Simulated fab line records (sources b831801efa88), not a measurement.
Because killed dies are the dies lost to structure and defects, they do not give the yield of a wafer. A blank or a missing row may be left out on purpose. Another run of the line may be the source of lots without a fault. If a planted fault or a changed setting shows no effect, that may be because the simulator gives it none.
fab line records	flow sky130
[record] lots = 24	wafers = 72	last-day = 50
route steps=708 shown LDD_P@262 METAL1@450 METAL3@534 VIA3@593 VIA4@641
lots untouched by any fault: they come from a run of this same line in which no faults occurred
start-h: start of the lot's first displayed wafer, in hours after the record's first day	wait-h: hours since the lot's step before	" as in the row above	L1.1+2: a row that stands for several wafers	- no value, or no start was given	* or withheld: withheld	< > ~ a bound
route shown NAME@n: NAME is a module with steps in the file, n the number in the route of the first one	usual: mean/standard deviation taken from wafers without a fault	same: alike in all rows	chamber/n: place in a boat	sites: the reading at each site	_std_site: standard deviation across them	_edge_site: mean of outer sites minus mean of inner sites	radius-mm: for every site, how far away it sits from the centre of the wafer	mask NAME#n: copy n	behind: the tool/chamber that last shaped the wafer	hold: why the lot went on hold/how many hours it stayed there/how the hold came to an end	device: transistor that didn't switch, given as n, p or np	end of line: the tests these same wafers got at the end of their route	a step with no rows: only its recipe	killed: dies that structure and defects cost at the first sort, which is not the same as the wafer's yield	map: a wafer's dies, x killed, . not, _ none there
set.NAME: the setting the step ran with; set.NAME@STEP: the setting that earlier step ran with	model.NAME: the simulator's own value behind a step, which no gauge read
the route's steps for a sample of lots (tables are steps, rows are wafers)
services: when a tool's chamber went out of use (start-h, in hours from the record's first day, below 0 if earlier), for how many hours, and the reason
[[steps]]
[step SKY_LDD_P_CD_MEAS_07]
[recipe] target-cd-nm = 380
[usual] cd-nm = 379.6/2.6
lot.wafer	tool	chamber	start-h	wait-h	cd-nm
L074.2	cd-sem-02	-	424.52	0.1	377.2
L074.4	"	-	"	"	375.9
L074.5	"	-	"	"	379.3
L075.1	cd-sem-01	-	441.65	0.1	379.0
L075.4	"	-	"	"	377.5
L075.6	"	-	"	"	379.5
L076.3	cd-sem-02	-	451.92	0.1	379.5
L076.4	"	-	"	"	381.6
L076.5	"	-	"	"	379.5
L077.1	cd-sem-02	-	462.01	0.1	380.5
L077.4	"	-	"	"	380.5
L077.5	"	-	"	"	379.3
L078.4	cd-sem-01	-	478.99	0.1	378.9
L078.5	"	-	"	"	379.6
L078.6	"	-	"	"	378.9
L079.2	cd-sem-02	-	490.82	0.1	377.1
L079.4	"	-	"	"	374.7
L079.6	"	-	"	"	379.3
L080.1	cd-sem-01	-	499.66	0.1	377.2
L080.5	"	-	"	"	374.4
L080.6	"	-	"	"	372.9
L081.1	cd-sem-02	-	500.83	0.1	378.7
L081.2	"	-	"	"	380.9
L081.5	"	-	"	"	380.8
L082.1	cd-sem-02	-	511.83	0.1	384.5
L082.3	"	-	"	"	384.8
L082.5	"	-	"	"	385.6
L083.4	cd-sem-02	-	521.01	0.1	381.3
L083.5	"	-	"	"	381.9
L083.6	"	-	"	"	379.1
L084.1	cd-sem-02	-	536.90	0.1	381.9
L084.3	"	-	"	"	384.6
L084.4	"	-	"	"	380.4
L085.2	cd-sem-01	-	539.80	0.1	380.3
L085.3	"	-	"	"	381.5
L085.6	"	-	"	"	380.8
L086.1	cd-sem-02	-	544.63	0.1	382.7
L086.4	"	-	"	"	382.9
L086.6	"	-	"	"	380.4
L087.1	cd-sem-01	-	553.81	0.1	376.0
L087.2	"	-	"	"	377.7
L087.4	"	-	"	"	377.0
L088.2	cd-sem-01	-	560.03	0.1	379.4
L088.4	"	-	"	"	379.8
L088.5	"	-	"	"	378.8
L089.3	cd-sem-01	-	570.49	0.1	377.2
L089.5	"	-	"	"	379.3
L089.6	"	-	"	"	378.3
L090.1	cd-sem-02	-	574.16	0.1	375.0
L090.4	"	-	"	"	376.1
L090.5	"	-	"	"	375.3
L091.2	cd-sem-02	-	582.67	0.1	378.9
L091.3	"	-	"	"	377.0
L091.6	"	-	"	"	376.5
L092.1	cd-sem-02	-	593.76	0.1	382.0
L092.2	"	-	"	"	380.4
L092.3	"	-	"	"	380.0
L093.1	cd-sem-01	-	602.06	0.1	382.1
L093.3	"	-	"	"	382.0
L093.5	"	-	"	"	384.1
L094.1	cd-sem-01	-	604.63	0.1	375.3
L094.4	"	-	"	"	376.6
L094.6	"	-	"	"	376.4
L095.2	cd-sem-01	-	617.90	0.1	383.4
L095.3	"	-	"	"	382.7
L095.6	"	-	"	"	383.6
L096.1	cd-sem-02	-	621.66	0.1	380.1
L096.2	"	-	"	"	382.9
L096.3	"	-	"	"	381.8
L097.4	cd-sem-01	-	632.39	0.1	379.1
L097.5	"	-	"	"	381.1
L097.6	"	-	"	"	380.9
[step SKY_METAL1_OVL_MEAS_16]
[usual] METAL1_OVL = -3/6.1
lot.wafer	tool	chamber	start-h	wait-h	METAL1_OVL[nm]
L074.2	overlay-02	-	761.21	0.1	5
L074.4	"	-	"	"	-2
L074.5	"	-	"	"	3
L075.1	overlay-01	-	777.33	0.1	-6
L075.4	"	-	"	"	-10
L075.6	"	-	"	"	-8
L076.3	overlay-02	-	782.81	0.1	-4
L076.4	"	-	"	"	-10
L076.5	"	-	"	"	-5
L077.1	overlay-02	-	793.41	0.1	1
L077.4	"	-	"	"	5
L077.5	"	-	"	"	4
L078.4	overlay-01	-	808.72	0.1	-12
L078.5	"	-	"	"	-10
L078.6	"	-	"	"	-7
L079.2	overlay-02	-	816.78	0.1	-14
L079.4	"	-	"	"	-8
L079.6	"	-	"	"	-10
L080.1	overlay-01	-	824.30	0.1	2
L080.5	"	-	"	"	-8
L080.6	"	-	"	"	-3
L081.1	overlay-02	-	824.98	0.1	1
L081.2	"	-	"	"	-4
L081.5	"	-	"	"	2
L082.1	overlay-01	-	834.35	0.1	-5
L082.3	"	-	"	"	-2
L082.5	"	-	"	"	0
L083.4	overlay-02	-	840.07	0.1	0
L083.5	"	-	"	"	-8
L083.6	"	-	"	"	-9
L084.1	overlay-02	-	854.68	0.1	-3
L084.3	"	-	"	"	-1
L084.4	"	-	"	"	2
L085.2	overlay-01	-	857.13	0.1	-7
L085.3	"	-	"	"	-6
L085.6	"	-	"	"	-6
L086.1	overlay-01	-	864.98	0.1	0
L086.4	"	-	"	"	-8
L086.6	"	-	"	"	-1
L087.1	overlay-01	-	871.15	0.1	-8
L087.2	"	-	"	"	-2
L087.4	"	-	"	"	-5
L088.2	overlay-02	-	876.46	0.1	11
L088.4	"	-	"	"	5
L088.5	"	-	"	"	9
L089.3	overlay-01	-	883.36	0.1	-8
L089.5	"	-	"	"	-9
L089.6	"	-	"	"	-12
L090.1	overlay-02	-	886.08	0.1	3
L090.4	"	-	"	"	1
L090.5	"	-	"	"	1
L091.2	overlay-02	-	894.24	0.1	-10
L091.3	"	-	"	"	-7
L091.6	"	-	"	"	-11
L092.1	overlay-02	-	906.28	0.1	2
L092.2	"	-	"	"	1
L092.3	"	-	"	"	-3
L093.1	overlay-01	-	909.68	0.1	-2
L093.3	"	-	"	"	-10
L093.5	"	-	"	"	-4
L094.1	overlay-02	-	917.30	0.1	-4
L094.4	"	-	"	"	-4
L094.6	"	-	"	"	-10
L095.2	overlay-01	-	926.54	0.1	9
L095.3	"	-	"	"	13
L095.6	"	-	"	"	6
L096.1	overlay-02	-	929.00	0.1	7
L096.2	"	-	"	"	-1
L096.3	"	-	"	"	-2
L097.4	overlay-01	-	934.85	0.1	-1
L097.5	"	-	"	"	-10
L097.6	"	-	"	"	-3
[step SKY_METAL3_SPUTTER_02]
[recipe] material = AlCu	target-thk-nm = 735	power-w = 10600	time-s = 39.1	chamber-pressure-pa = 0.4
[usual] throttle-valve-pct = 29.6/1.1
lot.wafer	tool	chamber	start-h	wait-h	throttle-valve-pct
L074.2	pvd-sputter-03	-	847.14	0.0	31.8
L074.4	"	-	"	"	28.6
L074.5	"	-	"	"	29.1
L075.1	pvd-sputter-01	-	861.54	0.0	30.0
L075.4	"	-	"	"	29.2
L075.6	"	-	"	"	29.0
L076.3	pvd-sputter-01	-	868.03	0.0	28.5
L076.4	"	-	"	"	28.8
L076.5	"	-	"	"	30.5
L077.1	pvd-sputter-02	-	878.87	0.0	28.6
L077.4	"	-	"	"	30.4
L077.5	"	-	"	"	28.7
L078.4	pvd-sputter-03	-	893.23	0.0	29.2
L078.5	"	-	"	"	28.6
L078.6	"	-	"	"	31.9
L079.2	pvd-sputter-03	-	902.68	0.0	28.5
L079.4	"	-	"	"	32.1
L079.6	"	-	"	"	29.1
L081.1	pvd-sputter-02	-	908.88	0.0	29.1
L081.2	"	-	"	"	30.0
L081.5	"	-	"	"	29.8
L080.1	pvd-sputter-02	-	909.38	0.0	30.4
L080.5	"	-	"	"	29.0
L080.6	"	-	"	"	28.3
L082.1	pvd-sputter-03	-	917.90	0.0	28.6
L082.3	"	-	"	"	31.9
L082.5	"	-	"	"	32.1
L083.4	pvd-sputter-03	-	922.02	0.0	31.7
L083.5	"	-	"	"	31.8
L083.6	"	-	"	"	28.2
L084.1	pvd-sputter-02	-	937.09	0.0	29.6
L084.3	"	-	"	"	28.9
L084.4	"	-	"	"	28.4
L085.2	pvd-sputter-01	-	939.62	0.0	30.6
L085.3	"	-	"	"	29.2
L085.6	"	-	"	"	30.2
L086.1	pvd-sputter-03	-	947.00	0.0	28.5
L086.4	"	-	"	"	29.1
L086.6	"	-	"	"	28.5
L087.1	pvd-sputter-01	-	952.62	0.0	30.3
L087.2	"	-	"	"	28.6
L087.4	"	-	"	"	28.0
L088.2	pvd-sputter-02	-	958.57	0.0	30.4
L088.4	"	-	"	"	28.8
L088.5	"	-	"	"	29.8
L089.3	pvd-sputter-02	-	964.63	0.0	28.9
L089.5	"	-	"	"	30.2
L089.6	"	-	"	"	29.7
L090.1	pvd-sputter-03	-	967.43	0.0	28.7
L090.4	"	-	"	"	29.0
L090.5	"	-	"	"	32.5
L091.2	pvd-sputter-03	-	974.58	0.0	31.7
L091.3	"	-	"	"	28.3
L091.6	"	-	"	"	32.0
L092.1	pvd-sputter-02	-	987.26	0.0	28.7
L092.2	"	-	"	"	30.2
L092.3	"	-	"	"	29.6
L093.1	pvd-sputter-01	-	990.28	0.0	28.8
L093.3	"	-	"	"	30.3
L093.5	"	-	"	"	30.3
L094.1	pvd-sputter-01	-	997.29	0.0	30.1
L094.4	"	-	"	"	30.4
L094.6	"	-	"	"	30.2
L095.2	pvd-sputter-02	-	1005.88	0.0	29.8
L095.3	"	-	"	"	28.9
L095.6	"	-	"	"	28.8
L096.1	pvd-sputter-01	-	1008.63	0.0	30.0
L096.2	"	-	"	"	28.1
L096.3	"	-	"	"	29.0
L097.4	pvd-sputter-03	-	1013.38	0.0	29.1
L097.5	"	-	"	"	32.1
L097.6	"	-	"	"	28.8
[step SKY_VIA3_SPUTTER_20]
[recipe] material = TiN	target-thk-nm = 20	chamber-pressure-pa = 5	power-w = 4000	time-s = 80
[usual] throttle-valve-pct = 29.5/0.87
lot.wafer	tool	chamber	start-h	wait-h	throttle-valve-pct
L074.2	pvd-sputter-01	-	928.13	0.0	30.5
L074.4	"	-	"	"	30.6
L074.5	"	-	"	"	28.1
L075.1	pvd-sputter-01	-	942.23	0.0	30.4
L075.4	"	-	"	"	28.0
L075.6	"	-	"	"	28.9
L076.3	pvd-sputter-02	-	946.56	0.0	28.8
L076.4	"	-	"	"	30.0
L076.5	"	-	"	"	29.1
L077.1	pvd-sputter-01	-	958.28	0.0	28.2
L077.4	"	-	"	"	30.3
L077.5	"	-	"	"	30.4
L078.4	pvd-sputter-02	-	972.30	0.0	30.2
L078.5	"	-	"	"	28.3
L078.6	"	-	"	"	28.8
L079.2	pvd-sputter-02	-	980.10	0.0	30.2
L079.4	"	-	"	"	28.7
L079.6	"	-	"	"	28.5
L081.1	pvd-sputter-02	-	985.10	0.0	30.2
L081.2	"	-	"	"	29.5
L081.5	"	-	"	"	29.7
L080.1	pvd-sputter-01	-	985.93	0.0	29.0
L080.5	"	-	"	"	28.4
L080.6	"	-	"	"	29.0
L082.1	pvd-sputter-01	-	995.38	0.0	30.5
L082.3	"	-	"	"	29.0
L082.5	"	-	"	"	29.0
L083.4	pvd-sputter-02	-	998.33	0.0	28.7
L083.5	"	-	"	"	30.0
L083.6	"	-	"	"	28.8
L084.1	pvd-sputter-01	-	1014.09	0.0	28.3
L084.3	"	-	"	"	30.2
L084.4	"	-	"	"	28.9
L085.2	pvd-sputter-01	-	1015.99	0.0	30.5
L085.3	"	-	"	"	28.2
L085.6	"	-	"	"	28.9
L086.1	pvd-sputter-04	-	1023.46	0.0	30.0
L086.4	"	-	"	"	29.7
L086.6	"	-	"	"	29.6
L087.1	pvd-sputter-02	-	1028.55	0.0	29.8
L087.2	"	-	"	"	30.0
L087.4	"	-	"	"	29.0
L088.2	pvd-sputter-02	-	1033.36	0.0	28.8
L088.4	"	-	"	"	30.2
L088.5	"	-	"	"	28.9
L089.3	pvd-sputter-01	-	1039.72	0.0	27.9
L089.5	"	-	"	"	30.3
L089.6	"	-	"	"	30.3
L090.1	pvd-sputter-01	-	1041.21	0.0	30.2
L090.4	"	-	"	"	30.5
L090.5	"	-	"	"	30.2
L091.2	pvd-sputter-02	-	1049.16	0.0	30.6
L091.3	"	-	"	"	29.8
L091.6	"	-	"	"	29.8
L092.1	pvd-sputter-04	-	1058.95	0.0	31.9
L092.2	"	-	"	"	29.7
L092.3	"	-	"	"	29.8
L093.1	pvd-sputter-02	-	1062.90	0.0	28.5
L093.3	"	-	"	"	30.4
L093.5	"	-	"	"	28.9
L094.1	pvd-sputter-01	-	1068.99	0.0	28.2
L094.4	"	-	"	"	30.2
L094.6	"	-	"	"	30.1
L095.2	pvd-sputter-02	-	1076.25	0.0	29.1
L095.3	"	-	"	"	29.8
L095.6	"	-	"	"	29.7
L096.1	pvd-sputter-04	-	1078.78	0.0	29.5
L096.2	"	-	"	"	29.6
L096.3	"	-	"	"	29.7
L097.4	pvd-sputter-01	-	1083.57	0.0	30.5
L097.5	"	-	"	"	28.2
L097.6	"	-	"	"	30.3
[step SKY_VIA4_CMP_02]
[recipe] material = SiO2	down-force-psi = 4	platen-rpm = 60	pad-velocity-m-s = 0.94248
[usual] motor-current-A = 11.4/1.3
lot.wafer	tool	chamber	start-h	wait-h	motor-current-A
L074.2	cmp-01	1	980.78	0.0	11.8
L074.4	"	3	"	"	10.9
L074.5	"	1	"	"	11.4
L075.4	cmp-02	0	993.73	0.1	13.0
L075.1	"	2	"	"	10.7
L075.6	"	0	"	"	13.5
L076.4	cmp-01	1	998.76	0.1	11.6
L076.3	"	2	"	"	11.0
L076.5	"	3	"	"	10.9
L077.1	cmp-01	3	1009.60	0.1	10.5
L077.4	"	1	"	"	11.5
L077.5	"	0	"	"	11.1
L078.4	cmp-02	3	1023.79	0.2	9.6
L078.5	"	0	"	"	12.4
L078.6	"	1	"	"	13.9
L079.2	cmp-02	3	1031.28	0.1	9.7
L079.4	"	0	"	"	13.0
L079.6	"	1	"	"	13.6
L081.2	cmp-02	1	1035.28	0.1	13.2
L081.1	"	2	"	"	10.5
L081.5	"	3	"	"	9.4
L080.1	cmp-02	0	1035.97	0.1	13.7
L080.5	"	0	"	"	12.5
L080.6	"	1	"	"	13.6
L082.3	cmp-02	2	1044.78	0.0	10.2
L082.1	"	0	"	"	12.4
L082.5	"	2	"	"	10.8
L083.4	cmp-01	0	1047.94	0.0	11.1
L083.5	"	0	"	"	12.2
L083.6	"	1	"	"	10.8
L084.1	cmp-02	0	1062.69	0.1	12.4
L084.3	"	1	"	"	13.2
L084.4	"	2	"	"	11.1
L085.2	cmp-01	2	1063.84	0.0	10.4
L085.3	"	1	"	"	11.0
L085.6	"	3	"	"	10.5
L086.4	cmp-02	2	1071.80	0.0	11.0
L086.1	"	1	"	"	13.0
L086.6	"	3	"	"	10.0
L087.1	cmp-02	3	1075.41	0.1	9.9
L087.4	"	0	"	"	13.1
L087.2	"	1	"	"	13.8
L088.2	cmp-02	3	1079.59	0.1	9.8
L088.4	"	0	"	"	12.3
L088.5	"	2	"	"	11.0
L089.3	cmp-01	3	1089.73	3.2	10.9
L089.6	"	3	"	"	10.9
L089.5	"	0	"	"	11.2
L090.4	cmp-01	1	1090.63	3.5	11.3
L090.1	"	2	"	"	10.5
L090.5	"	2	"	"	10.6
L091.2	cmp-01	2	1095.73	2.1	10.6
L091.3	"	1	"	"	10.9
L091.6	"	2	"	"	10.8
L092.3	cmp-02	1	1102.62	0.0	13.4
L092.2	"	2	"	"	11.0
L092.1	"	3	"	"	9.8
L093.1	cmp-02	1	1105.91	0.1	13.1
L093.3	"	0	"	"	13.6
L093.5	"	1	"	"	13.2
L094.4	cmp-02	2	1111.32	0.0	10.4
L094.1	"	0	"	"	12.5
L094.6	"	2	"	"	11.0
L095.2	cmp-01	0	1117.65	0.1	11.0
L095.3	"	1	"	"	11.1
L095.6	"	3	"	"	10.5
L096.2	cmp-02	1	1120.39	0.0	13.2
L096.1	"	2	"	"	10.3
L096.3	"	0	"	"	13.6
L097.4	cmp-02	3	1125.57	0.0	10.2
L097.5	"	3	"	"	10.2
L097.6	"	0	"	"	12.4
[step SKY_VIA4_STRIP_13]
[recipe] chemistry = O2/N2	power-w = 1400	pressure-mtorr = 1500	platen-temp-c = withheld	o2-flow-sccm = 3000	n2-flow-sccm = 300	overash-fraction = 0.5
[usual] chamber-pressure-mTorr = 1500.0/1.3	drypump-motor-current-A = 5.68/0.24	oes-product-au = 0.710/0.0045	strip-time-to-endpoint-s = 12.802/0.027
lot.wafer	tool	chamber	start-h	wait-h	chamber-pressure-mTorr	drypump-motor-current-A	oes-product-au	rf-hours-counter-h	strip-time-to-endpoint-s
L074.2	plasma-asher-02	1	1004.54	-	1499.8	5.47	0.707	84	12.836
L074.4	"	0	"	"	1501.2	5.54	0.711	-	12.782
L074.5	"	0	"	"	1500.3	5.53	0.713	-	12.846
L075.1	plasma-asher-04	0	1017.84	-	1499.7	5.66	0.708	59	12.845
L075.4	"	0	"	"	1498.4	5.62	0.717	-	12.771
L075.6	"	0	"	"	1499.6	5.60	0.714	-	12.827
L076.3	plasma-asher-02	0	1022.77	-	1499.1	5.54	0.710	-	12.793
L076.4	"	1	"	"	1500.6	5.46	0.710	-	12.828
L076.5	"	1	"	"	1498.7	5.47	0.710	-	12.774
L077.1	plasma-asher-02	0	1033.59	-	1500.4	5.55	0.706	87	12.833
L077.4	"	1	"	"	1500.4	5.47	0.711	-	12.772
L077.5	"	0	"	"	1499.9	5.53	0.706	-	12.818
L078.4	plasma-asher-02	1	1046.40	-	1499.1	5.46	0.712	-	12.843
L078.5	"	0	"	"	1498.7	5.56	0.700	-	12.829
L078.6	"	1	"	"	1500.0	5.45	0.711	-	12.762
L079.2	plasma-asher-04	1	1053.92	-	1501.6	5.93	0.710	62	12.811
L079.4	"	0	"	"	1499.8	5.64	0.709	-	12.804
L079.6	"	1	"	"	1498.6	5.94	0.708	-	12.792
L081.1	plasma-asher-02	1	1057.47	-	1499.0	5.44	0.713	89	12.830
L081.2	"	0	"	"	1500.8	5.55	0.709	89	12.822
L081.5	"	1	"	"	1501.4	5.43	0.708	-	12.768
L080.1	plasma-asher-04	1	1058.51	-	1501.1	5.94	0.701	63	12.758
L080.5	"	0	"	"	1499.0	5.60	0.702	-	12.799
L080.6	"	1	"	"	1495.4	5.91	0.710	-	12.817
L082.1	plasma-asher-04	1	1066.92	-	1499.8	5.92	0.715	64	12.800
L082.3	"	1	"	"	1500.0	5.92	0.712	-	12.786
L082.5	"	1	"	"	1498.5	5.91	0.713	-	12.776
L083.4	plasma-asher-02	1	1070.49	-	1502.8	5.45	0.703	-	12.802
L083.5	"	0	"	"	1500.8	5.59	0.717	-	12.795
L083.6	"	1	"	"	1500.8	5.47	0.708	-	12.812
L084.1	plasma-asher-04	1	1083.84	-	1499.4	5.89	0.709	66	12.795
L084.3	"	1	"	"	1498.3	5.92	0.713	-	12.781
L084.4	"	0	"	"	1501.1	5.64	0.710	-	12.815
L085.2	plasma-asher-02	1	1084.77	-	1499.3	5.46	0.710	92	12.816
L085.3	"	1	"	"	1499.6	5.46	0.715	-	12.814
L085.6	"	0	"	"	1498.1	5.58	0.702	-	12.855
L086.1	plasma-asher-04	1	1092.96	-	1498.0	5.92	0.710	67	12.827
L086.4	"	1	"	"	1501.9	5.91	0.713	-	12.798
L086.6	"	0	"	"	1501.4	5.66	0.708	-	12.782
L087.1	plasma-asher-04	0	1095.56	-	1499.8	5.65	0.704	67	12.822
L087.2	"	1	"	"	1500.5	5.93	0.709	67	12.757
L087.4	"	1	"	"	1500.1	5.93	0.705	-	12.795
L088.2	plasma-asher-04	0	1098.29	-	1499.4	5.60	0.702	68	12.723
L088.4	"	1	"	"	1498.3	5.90	0.714	-	12.813
L088.5	"	0	"	"	1500.0	5.61	0.705	-	12.806
L089.3	plasma-asher-02	0	1106.80	-	1499.7	5.54	0.713	-	12.785
L089.5	"	1	"	"	1499.4	5.42	0.710	-	12.792
L089.6	"	0	"	"	1502.5	5.55	0.705	-	12.789
L090.1	plasma-asher-02	0	1108.31	-	1500.3	5.56	0.712	95	12.842
L090.4	"	1	"	"	1499.2	5.45	0.709	-	12.837
L090.5	"	0	"	"	1501.0	5.55	0.700	-	12.802
L091.2	plasma-asher-04	0	1116.09	-	1498.1	5.60	0.709	69	12.815
L091.3	"	0	"	"	1501.0	5.63	0.707	-	12.806
L091.6	"	0	"	"	1500.9	5.63	0.713	-	12.814
L092.1	plasma-asher-02	0	1123.16	-	1501.9	5.59	0.701	97	12.793
L092.2	"	1	"	"	1498.5	5.46	0.706	97	12.786
L092.3	"	1	"	"	1501.8	5.44	0.708	-	12.821
L093.1	plasma-asher-04	1	1125.64	-	1498.3	5.92	0.717	71	12.822
L093.3	"	1	"	"	1500.7	5.98	0.712	-	12.819
L093.5	"	0	"	"	1499.0	5.62	0.704	-	12.817
L094.1	plasma-asher-04	0	1130.97	-	1500.7	5.63	0.712	71	12.778
L094.4	"	0	"	"	1498.7	5.63	0.708	-	12.781
L094.6	"	0	"	"	1499.8	5.66	0.706	-	12.770
L095.2	plasma-asher-01	0	1136.87	-	1497.7	6.34	0.710	4	12.799
L095.3	"	1	"	"	1502.2	5.54	0.712	-	12.827
L095.6	"	1	"	"	1498.8	5.54	0.705	-	12.826
L096.1	plasma-asher-01	0	1140.67	-	1500.5	6.36	0.706	5	12.773
L096.2	"	1	"	"	1498.4	5.58	0.703	5	12.781
L096.3	"	0	"	"	1499.6	6.36	0.707	-	12.767
L097.4	plasma-asher-01	0	1144.50	-	1496.8	6.37	0.708	-	12.858
L097.5	"	1	"	"	1499.0	5.55	0.711	-	12.858
L097.6	"	0	"	"	1500.9	6.37	0.704	-	12.861
[[services]]
tool	chamber	start-h	hours	kind
plasma-asher-02	-	825.14	4.0	pm
cmp-01	-	826.16	7.2	pm
plasma-asher-04	-	830.09	0.3	repair
plasma-asher-02	-	832.77	9.1	repair
pvd-sputter-01	-	836.52	16.7	repair
pvd-sputter-02	-	860.26	2.4	repair
cmp-02	-	897.99	7.2	pm
cmp-02	-	912.15	2.3	repair
cmp-02	-	914.48	4.0	pm
cmp-01	-	928.09	1.7	repair
plasma-asher-04	-	951.30	2.8	pm
cmp-02	-	967.55	2.0	repair
pvd-sputter-01	-	973.72	3.7	repair
cmp-01	-	976.78	0.6	repair
plasma-asher-04	-	981.75	1.3	repair
cmp-01	-	1010.08	5.2	pm
cmp-02	-	1028.62	0.8	repair
pvd-sputter-01	-	1043.98	1.0	repair
cmp-02	-	1050.12	3.0	pm
cmp-02	-	1056.14	1.9	repair
cmp-02	-	1059.32	1.1	repair
cmp-02	-	1073.57	0.7	repair
cmp-02	-	1080.29	3.8	repair
cmp-02	-	1084.12	15.9	pm
[[key]]
fault none
